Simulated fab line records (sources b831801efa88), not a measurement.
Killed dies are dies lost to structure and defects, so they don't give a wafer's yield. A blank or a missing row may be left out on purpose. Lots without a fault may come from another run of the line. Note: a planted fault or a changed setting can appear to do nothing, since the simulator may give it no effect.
Which of the tools did it? || flow sky130 || 33 wafers from 11 lots sampled at 6 of the route's 708 steps

== WHAT THE GAUGES READ, wafer by wafer ==
SKY_GATE_OXIDE_THK_MEAS_02. Usual: GATE_OXIDE_OXIDATION_00_THK typically reads 10.32 nm, with standard deviation 0.18.
{"lot": "L991", "measured": "day 13 00:30", "on": "film-metro-02", "GATE_OXIDE_OXIDATION_00_THK (nm)": "10.24 10.25 10.22", "flag": ""}
{"lot": "L995", "measured": "day 14 07:06", "on": "film-metro-01", "GATE_OXIDE_OXIDATION_00_THK (nm)": "10.12 10.07 10.16", "flag": ""}
{"lot": "L996", "measured": "day 15 01:54", "on": "film-metro-02", "GATE_OXIDE_OXIDATION_00_THK (nm)": "10.27 10.27 10.20", "flag": ""}
{"lot": "L997", "measured": "day 15 06:11", "on": "film-metro-02", "GATE_OXIDE_OXIDATION_00_THK (nm)": "10.40 10.31 10.50", "flag": ""}
{"lot": "L998", "measured": "day 15 10:16", "on": "film-metro-03", "GATE_OXIDE_OXIDATION_00_THK (nm)": "10.36 10.57 10.50", "flag": ""}
{"lot": "L104", "measured": "day 17 05:08", "on": "film-metro-01", "GATE_OXIDE_OXIDATION_00_THK (nm)": "10.29 10.41 10.56", "flag": ""}
{"lot": "L105", "measured": "day 17 11:04", "on": "film-metro-01", "GATE_OXIDE_OXIDATION_00_THK (nm)": "10.08 9.98 9.87", "flag": ""}
{"lot": "L107", "measured": "day 18 10:45", "on": "film-metro-01", "GATE_OXIDE_OXIDATION_00_THK (nm)": "10.35 10.30 10.18", "flag": ""}
{"lot": "L108", "measured": "day 18 16:54", "on": "film-metro-01", "GATE_OXIDE_OXIDATION_00_THK (nm)": "10.36 10.37 10.20", "flag": ""}
{"lot": "L109", "measured": "day 18 21:11", "on": "film-metro-02", "GATE_OXIDE_OXIDATION_00_THK (nm)": "10.42 10.46 10.44", "flag": ""}
{"lot": "L110", "measured": "day 19 12:30", "on": "film-metro-02", "GATE_OXIDE_OXIDATION_00_THK (nm)": "10.31 10.39 10.49", "flag": ""}

SKY_LDD_HVN_TW_MEAS_10. Usual: LDD_HVN_TW typically reads 1447, with standard deviation 10.
{"lot": "L991", "measured": "day 20 12:14", "on": "film-metro-02", "LDD_HVN_TW": "1452 1450 1447", "flag": ""}
{"lot": "L995", "measured": "day 21 23:37", "on": "film-metro-02", "LDD_HVN_TW": "30 30 30 30 31 30", "flag": "OFF"}
{"lot": "L996", "measured": "day 22 22:43", "on": "film-metro-04", "LDD_HVN_TW": "30 30 30 30 30 30", "flag": "OFF"}
{"lot": "L997", "measured": "day 23 00:56", "on": "film-metro-01", "LDD_HVN_TW": "30 30 30 30 30 30", "flag": "OFF"}
{"lot": "L998", "measured": "day 23 05:41", "on": "film-metro-02", "LDD_HVN_TW": "1448 1450 1455", "flag": ""}
{"lot": "L104", "measured": "day 25 03:17", "on": "film-metro-01", "LDD_HVN_TW": "1430 1432 1427", "flag": ""}
{"lot": "L105", "measured": "day 25 08:41", "on": "film-metro-01", "LDD_HVN_TW": "1421 1427 1432", "flag": ""}
{"lot": "L107", "measured": "day 26 09:21", "on": "film-metro-04", "LDD_HVN_TW": "1448 1451 1455", "flag": ""}
{"lot": "L108", "measured": "day 26 15:48", "on": "film-metro-02", "LDD_HVN_TW": "1445 1451 1450", "flag": ""}
{"lot": "L109", "measured": "day 26 20:48", "on": "film-metro-01", "LDD_HVN_TW": "1438 1436 1422", "flag": ""}
{"lot": "L110", "measured": "day 27 13:46", "on": "film-metro-01", "LDD_HVN_TW": "1438 1432 1440", "flag": ""}

SKY_SD_P_OVL_MEAS_08. Usual: SD_P_OVL typically reads 1.5 nm, with standard deviation 1.2.
{"lot": "L991", "measured": "day 25 17:26", "on": "overlay-01", "SD_P_OVL (nm)": "-0.8 2.8 -0.6", "flag": ""}
{"lot": "L998", "measured": "day 28 06:08", "on": "overlay-02", "SD_P_OVL (nm)": "2.6 2.1 2.8", "flag": ""}
{"lot": "L104", "measured": "day 30 01:56", "on": "overlay-01", "SD_P_OVL (nm)": "2.8 1.4 2.6", "flag": ""}
{"lot": "L105", "measured": "day 30 06:40", "on": "overlay-01", "SD_P_OVL (nm)": "0.1 2.7 0.5", "flag": ""}
{"lot": "L107", "measured": "day 31 06:59", "on": "overlay-02", "SD_P_OVL (nm)": "0.1 1.3 2.4", "flag": ""}
{"lot": "L108", "measured": "day 31 10:44", "on": "overlay-01", "SD_P_OVL (nm)": "0.7 1.2 3.2", "flag": ""}
{"lot": "L109", "measured": "day 31 16:22", "on": "overlay-01", "SD_P_OVL (nm)": "1.9 -0.3 1.0", "flag": ""}
{"lot": "L110", "measured": "day 32 07:44", "on": "overlay-02", "SD_P_OVL (nm)": "2.6 1.1 0.3", "flag": ""}

== EACH LOT AND THE TOOL THAT RAN IT (in order: tool; ch and the chambers of the sampled wafers; start) ==
{"lot": "L991", "SKY_POLY_GATE_ETCH_16": "rie-diel-01 ch 0,1,3, day 16 12:37", "SKY_LDD_P_STRIP_10": "plasma-asher-04 ch 0,1, day 19 04:40", "SKY_LDD_HVN_STRIP_09": "plasma-asher-04 ch 0,1, day 20 12:08"}
{"lot": "L995", "SKY_POLY_GATE_ETCH_16": "rie-diel-02 ch 0,2,3, day 18 00:52", "SKY_LDD_P_STRIP_10": "plasma-asher-03 ch 1, day 20 16:40", "SKY_LDD_HVN_STRIP_09": "plasma-asher-02 ch 0, day 21 23:31"}
{"lot": "L996", "SKY_POLY_GATE_ETCH_16": "rie-diel-04 ch 0,1, day 18 23:31", "SKY_LDD_P_STRIP_10": "plasma-asher-04 ch 0, day 21 16:25", "SKY_LDD_HVN_STRIP_09": "plasma-asher-04 ch 0, day 22 22:37"}
{"lot": "L997", "SKY_POLY_GATE_ETCH_16": "rie-diel-02 ch 1,3, day 19 00:46", "SKY_LDD_P_STRIP_10": "plasma-asher-02 ch 0,1, day 21 18:22", "SKY_LDD_HVN_STRIP_09": "plasma-asher-04 ch 0,1, day 23 00:50"}
{"lot": "L998", "SKY_POLY_GATE_ETCH_16": "rie-diel-04 ch 1,2, day 19 05:28", "SKY_LDD_P_STRIP_10": "plasma-asher-03 ch 0,1, day 21 22:30", "SKY_LDD_HVN_STRIP_09": "plasma-asher-04 ch 0,1, day 23 05:35"}
{"lot": "L104", "SKY_POLY_GATE_ETCH_16": "rie-diel-02 ch 0,1,3, day 21 05:19", "SKY_LDD_P_STRIP_10": "plasma-asher-04 ch 0,1, day 23 20:47", "SKY_LDD_HVN_STRIP_09": "plasma-asher-02 ch 0,1, day 25 03:11"}
{"lot": "L105", "SKY_POLY_GATE_ETCH_16": "rie-diel-04 ch 0,1,2, day 21 11:03", "SKY_LDD_P_STRIP_10": "plasma-asher-02 ch 0,1, day 24 02:23", "SKY_LDD_HVN_STRIP_09": "plasma-asher-04 ch 0,1, day 25 08:35"}
{"lot": "L107", "SKY_POLY_GATE_ETCH_16": "rie-diel-02 ch 0,1,3, day 22 11:05", "SKY_LDD_P_STRIP_10": "plasma-asher-03 ch 0,1, day 25 02:50", "SKY_LDD_HVN_STRIP_09": "plasma-asher-02 ch 0,1, day 26 09:15"}
{"lot": "L108", "SKY_POLY_GATE_ETCH_16": "rie-diel-01 ch 0,1, day 22 19:07", "SKY_LDD_P_STRIP_10": "plasma-asher-04 ch 0,1, day 25 09:43", "SKY_LDD_HVN_STRIP_09": "plasma-asher-02 ch 0,1, day 26 15:41"}
{"lot": "L109", "SKY_POLY_GATE_ETCH_16": "rie-diel-01 ch 0,1,3, day 22 23:02", "SKY_LDD_P_STRIP_10": "plasma-asher-02 ch 0,1, day 25 15:05", "SKY_LDD_HVN_STRIP_09": "plasma-asher-01 ch 0,1, day 26 20:41"}
{"lot": "L110", "SKY_POLY_GATE_ETCH_16": "rie-diel-01 ch 1,2, day 23 15:34", "SKY_LDD_P_STRIP_10": "plasma-asher-02 ch 0,1, day 26 08:08", "SKY_LDD_HVN_STRIP_09": "plasma-asher-01 ch 0,1, day 27 13:41"}
- SKY_POLY_GATE_ETCH_16: etches Si3N4 in CH3F/O2, stops on poly-Si, time 147.5 s, target depth 75 nm.
- SKY_LDD_P_STRIP_10: strips in O2/N2.
- SKY_LDD_HVN_STRIP_09: strips in O2/N2.

== WHAT THE TOOLS THEMSELVES READ (means of the sampled wafers that have a number; where no wafer has one, the mark that the record gives instead) ==
SKY_POLY_GATE_ETCH_16. Usual: drypump-motor-current-A 5.7 A, standard deviation 0.34; oes-product-au 0.639 a.u., standard deviation 0.0053; rf-fwd-power-W 398.5 W, standard deviation 1.2; throttle-valve-pct 10.534 %, standard deviation 0.0087.
{"lot": "L991", "tool": "rie-diel-01", "drypump-motor-current-A (A)": 5.7, "oes-product-au (a.u.)": 0.630, "rf-fwd-power-W (W)": 398.5, "throttle-valve-pct (%)": 10.531, "flag": ""}
{"lot": "L995", "tool": "rie-diel-02", "drypump-motor-current-A (A)": 5.8, "oes-product-au (a.u.)": 0.642, "rf-fwd-power-W (W)": 398.7, "throttle-valve-pct (%)": 10.531, "flag": ""}
{"lot": "L996", "tool": "rie-diel-04", "drypump-motor-current-A (A)": 6.0, "oes-product-au (a.u.)": 0.638, "rf-fwd-power-W (W)": 399.0, "throttle-valve-pct (%)": 10.539, "flag": ""}
{"lot": "L997", "tool": "rie-diel-02", "drypump-motor-current-A (A)": 5.2, "oes-product-au (a.u.)": 0.638, "rf-fwd-power-W (W)": 397.5, "throttle-valve-pct (%)": 10.535, "flag": ""}
{"lot": "L998", "tool": "rie-diel-04", "drypump-motor-current-A (A)": 5.6, "oes-product-au (a.u.)": 0.643, "rf-fwd-power-W (W)": 397.1, "throttle-valve-pct (%)": 10.526, "flag": ""}
{"lot": "L104", "tool": "rie-diel-02", "drypump-motor-current-A (A)": 5.5, "oes-product-au (a.u.)": 0.636, "rf-fwd-power-W (W)": 399.0, "throttle-valve-pct (%)": 10.535, "flag": ""}
{"lot": "L105", "tool": "rie-diel-04", "drypump-motor-current-A (A)": 5.7, "oes-product-au (a.u.)": 0.637, "rf-fwd-power-W (W)": 398.9, "throttle-valve-pct (%)": 10.540, "flag": ""}
{"lot": "L107", "tool": "rie-diel-02", "drypump-motor-current-A (A)": 5.5, "oes-product-au (a.u.)": 0.644, "rf-fwd-power-W (W)": 398.6, "throttle-valve-pct (%)": 10.535, "flag": ""}
{"lot": "L108", "tool": "rie-diel-01", "drypump-motor-current-A (A)": 5.4, "oes-product-au (a.u.)": 0.640, "rf-fwd-power-W (W)": 397.3, "throttle-valve-pct (%)": 10.538, "flag": ""}
{"lot": "L109", "tool": "rie-diel-01", "drypump-motor-current-A (A)": 5.7, "oes-product-au (a.u.)": 0.640, "rf-fwd-power-W (W)": 398.8, "throttle-valve-pct (%)": 10.529, "flag": ""}
{"lot": "L110", "tool": "rie-diel-01", "drypump-motor-current-A (A)": 5.7, "oes-product-au (a.u.)": 0.639, "rf-fwd-power-W (W)": 398.5, "throttle-valve-pct (%)": 10.539, "flag": ""}

SKY_LDD_P_STRIP_10. Usual: chamber-pressure-mTorr 1500.1 mTorr, standard deviation 1.4; drypump-motor-current-A 6.0 A, standard deviation 0.37; oes-product-au 0.716 a.u., standard deviation 0.0044; strip-time-to-endpoint-s 14.19 s, standard deviation 0.041.
{"lot": "L991", "tool": "plasma-asher-04", "chamber-pressure-mTorr (mTorr)": 1499.5, "drypump-motor-current-A (A)": 6.2, "oes-product-au (a.u.)": 0.714, "strip-time-to-endpoint-s (s)": 14.24, "flag": ""}
{"lot": "L995", "tool": "plasma-asher-03", "chamber-pressure-mTorr (mTorr)": "-", "drypump-motor-current-A (A)": "-", "oes-product-au (a.u.)": "-", "strip-time-to-endpoint-s (s)": "-", "flag": "OFF"}
{"lot": "L996", "tool": "plasma-asher-04", "chamber-pressure-mTorr (mTorr)": "-", "drypump-motor-current-A (A)": "-", "oes-product-au (a.u.)": "-", "strip-time-to-endpoint-s (s)": "-", "flag": "OFF"}
{"lot": "L997", "tool": "plasma-asher-02", "chamber-pressure-mTorr (mTorr)": "-", "drypump-motor-current-A (A)": "-", "oes-product-au (a.u.)": "-", "strip-time-to-endpoint-s (s)": "-", "flag": "OFF"}
{"lot": "L998", "tool": "plasma-asher-03", "chamber-pressure-mTorr (mTorr)": 1499.6, "drypump-motor-current-A (A)": 6.2, "oes-product-au (a.u.)": 0.716, "strip-time-to-endpoint-s (s)": 14.20, "flag": ""}
{"lot": "L104", "tool": "plasma-asher-04", "chamber-pressure-mTorr (mTorr)": 1500.0, "drypump-motor-current-A (A)": 6.2, "oes-product-au (a.u.)": 0.715, "strip-time-to-endpoint-s (s)": 14.18, "flag": ""}
{"lot": "L105", "tool": "plasma-asher-02", "chamber-pressure-mTorr (mTorr)": 1500.0, "drypump-motor-current-A (A)": 5.6, "oes-product-au (a.u.)": 0.719, "strip-time-to-endpoint-s (s)": 14.16, "flag": ""}
{"lot": "L107", "tool": "plasma-asher-03", "chamber-pressure-mTorr (mTorr)": 1500.3, "drypump-motor-current-A (A)": 6.2, "oes-product-au (a.u.)": 0.719, "strip-time-to-endpoint-s (s)": 14.20, "flag": ""}
{"lot": "L108", "tool": "plasma-asher-04", "chamber-pressure-mTorr (mTorr)": 1501.4, "drypump-motor-current-A (A)": 6.0, "oes-product-au (a.u.)": 0.713, "strip-time-to-endpoint-s (s)": 14.20, "flag": ""}
{"lot": "L109", "tool": "plasma-asher-02", "chamber-pressure-mTorr (mTorr)": 1500.2, "drypump-motor-current-A (A)": 5.6, "oes-product-au (a.u.)": 0.714, "strip-time-to-endpoint-s (s)": 14.25, "flag": ""}
{"lot": "L110", "tool": "plasma-asher-02", "chamber-pressure-mTorr (mTorr)": 1501.1, "drypump-motor-current-A (A)": 5.8, "oes-product-au (a.u.)": 0.711, "strip-time-to-endpoint-s (s)": 14.25, "flag": ""}

SKY_LDD_HVN_STRIP_09. Usual: chamber-pressure-mTorr 1500.1 mTorr, standard deviation 1.3; drypump-motor-current-A 6.0 A, standard deviation 0.42; oes-product-au 0.409 a.u., standard deviation 0.0044; strip-time-to-endpoint-s 4.144 s, standard deviation 0.014.
{"lot": "L991", "tool": "plasma-asher-04", "chamber-pressure-mTorr (mTorr)": 1500.3, "drypump-motor-current-A (A)": 6.2, "oes-product-au (a.u.)": 0.411, "strip-time-to-endpoint-s (s)": 4.147, "flag": ""}
{"lot": "L995", "tool": "plasma-asher-02", "chamber-pressure-mTorr (mTorr)": 1500.1, "drypump-motor-current-A (A)": 6.0, "oes-product-au (a.u.)": 0.714, "strip-time-to-endpoint-s (s)": 21.753, "flag": "OFF"}
{"lot": "L996", "tool": "plasma-asher-04", "chamber-pressure-mTorr (mTorr)": 1499.6, "drypump-motor-current-A (A)": 6.4, "oes-product-au (a.u.)": 0.717, "strip-time-to-endpoint-s (s)": 21.681, "flag": "OFF"}
{"lot": "L997", "tool": "plasma-asher-04", "chamber-pressure-mTorr (mTorr)": 1499.3, "drypump-motor-current-A (A)": 6.0, "oes-product-au (a.u.)": 0.717, "strip-time-to-endpoint-s (s)": 21.751, "flag": "OFF"}
{"lot": "L998", "tool": "plasma-asher-04", "chamber-pressure-mTorr (mTorr)": 1499.5, "drypump-motor-current-A (A)": 6.2, "oes-product-au (a.u.)": 0.408, "strip-time-to-endpoint-s (s)": 4.137, "flag": ""}
{"lot": "L104", "tool": "plasma-asher-02", "chamber-pressure-mTorr (mTorr)": 1500.7, "drypump-motor-current-A (A)": 5.8, "oes-product-au (a.u.)": 0.403, "strip-time-to-endpoint-s (s)": 4.142, "flag": ""}
{"lot": "L105", "tool": "plasma-asher-04", "chamber-pressure-mTorr (mTorr)": 1500.5, "drypump-motor-current-A (A)": 6.2, "oes-product-au (a.u.)": 0.411, "strip-time-to-endpoint-s (s)": 4.150, "flag": ""}
{"lot": "L107", "tool": "plasma-asher-02", "chamber-pressure-mTorr (mTorr)": 1500.7, "drypump-motor-current-A (A)": 5.8, "oes-product-au (a.u.)": 0.408, "strip-time-to-endpoint-s (s)": 4.156, "flag": ""}
{"lot": "L108", "tool": "plasma-asher-02", "chamber-pressure-mTorr (mTorr)": 1499.7, "drypump-motor-current-A (A)": 5.6, "oes-product-au (a.u.)": 0.411, "strip-time-to-endpoint-s (s)": 4.148, "flag": ""}
{"lot": "L109", "tool": "plasma-asher-01", "chamber-pressure-mTorr (mTorr)": 1501.1, "drypump-motor-current-A (A)": 6.6, "oes-product-au (a.u.)": 0.411, "strip-time-to-endpoint-s (s)": 4.138, "flag": ""}
{"lot": "L110", "tool": "plasma-asher-01", "chamber-pressure-mTorr (mTorr)": 1501.8, "drypump-motor-current-A (A)": 6.6, "oes-product-au (a.u.)": 0.409, "strip-time-to-endpoint-s (s)": 4.145, "flag": ""}

== THE ANSWER, worked out from the rows above alone ==
Rule: lot off if the mean of its wafers having a number is beyond 3 standard deviations from the usual mean. A lot without any number at a reading at which 4 lots or more have one is off too. Where the step has rows for the other lots, those lots are counted as sound. After the gauges, taken in route order, come the tools' own readings; for these a lot's mean is taken, as printed above. At the first step where some lot is off, the reading lying furthest off is the one used; lots without a number count as furthest.
Off: L995, L996, L997, seen at SKY_LDD_HVN_TW_MEAS_10 (LDD_HVN_TW).
If a tool, at a process step before that reading, ran all the lots that are off and no sound lot after the first of them, it fits. Not tried: the gauges at SKY_LDD_HVN_TW_MEAS_10; whatever is off there is also off at SKY_LDD_P_STRIP_10, on other tools, and gauge error can't account for it. None of those tried fits.

== WHAT WAS PUT IN BY THE SIMULATOR ==
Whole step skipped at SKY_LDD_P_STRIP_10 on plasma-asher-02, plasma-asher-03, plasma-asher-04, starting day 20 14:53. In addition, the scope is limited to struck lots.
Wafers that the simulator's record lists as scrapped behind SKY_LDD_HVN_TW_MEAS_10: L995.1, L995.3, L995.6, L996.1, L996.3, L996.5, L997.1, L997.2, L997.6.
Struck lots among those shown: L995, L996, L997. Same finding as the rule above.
